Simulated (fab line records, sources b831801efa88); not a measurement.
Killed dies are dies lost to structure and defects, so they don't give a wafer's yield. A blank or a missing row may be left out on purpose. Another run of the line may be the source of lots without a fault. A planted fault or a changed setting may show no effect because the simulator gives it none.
Problem report, 8D (eight disciplines) form, completed by code :: flow gf180mcu :: the parts of the form that need people (team, actions taken, sign-off) are left out

== 1. PROBLEM STATEMENT ==
Mean of developer_temp_C at GF_NWELL_DEVELOP_06: 22.12 C across 9 wafers in 3 lots; on wafers with no fault it is 23.00 C (standard deviation 0.11). Relative to the usual mean, that is a shift of -8.0 standard deviations.
The step: develop time 60 s.
First observed at day 4 06:00: wafer L330.4, on litho_track-03. At this step, 45 wafers from 15 lots have a number in the record. The rule behind "out" and "out of limits": a value lying over 4 standard deviations away from the usual mean. Any other wafer with a number is counted as sound.

== 2. WHAT IT IS; WHAT IT IS NOT ==
question: which readings at this step
is: developer_temp_C
is not: -

question: which lots
is: L330, L333, L334
is not: L327, L329, L331, L332, L335, L343, L344, L346, L347, L348, L349, L350

question: which wafers of those lots
is: all that have a number
is not: -

question: read on which tools
is: litho_track-03
is not: litho_track-01

question: when
is: from day 4 06:00
is not: up to then (9 sound wafers); but 27 sound wafers of L332, L335, L343, L344, L346, L347, L348, L349, L350 came after

== 3. WHAT RULES OUT EACH SUSPECT ==
Counting: a tool stays on the suspect list if, at a process step up to the reading, it processed all lots that are out and no sound lot following the first of them.
- litho_track-03 at GF_NWELL_DEVELOP_06 (develop time 60 s): kept. It ran every lot that is out, first L330 (day 4 06:00), and no sound lot after that; its last sound lot up to then is L331 (day 4 04:00). Its own readings are out on those wafers: developer_temp_C.
Left after counting: litho_track-03 at GF_NWELL_DEVELOP_06.

== 4. THE CAUSE (what the simulator had put in) ==
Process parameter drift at GF_NWELL_DEVELOP_06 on litho_track-03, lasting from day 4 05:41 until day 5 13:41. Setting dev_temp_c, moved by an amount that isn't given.
Only this tool survived the counting.

== 5. THE CHAIN OF EFFECTS, in route order ==
Each row: a reading where the mean over the struck wafers with a number is more than 3 standard deviations away from the usual. Scope: only readings with a usual standard deviation given in the record; hours: median across lots of the time from each lot's start at the first step in this table that gives one to its start at this step; sigmas: change in usual standard deviations.
hours: 0
step: GF_NWELL_DEVELOP_06
reading: developer_temp_C
usual: 23.00 C
on struck wafers: 22.12
change: -0.88
sigmas: -8.0
Its process steps:
- GF_NWELL_DEVELOP_06: develop time 60 s.

== 6. HOW IT WOULD HAVE BEEN CAUGHT EARLIER ==
The fault began at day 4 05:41; the first out-of-limits reading in this record came at day 4 06:00, 0 hours later.
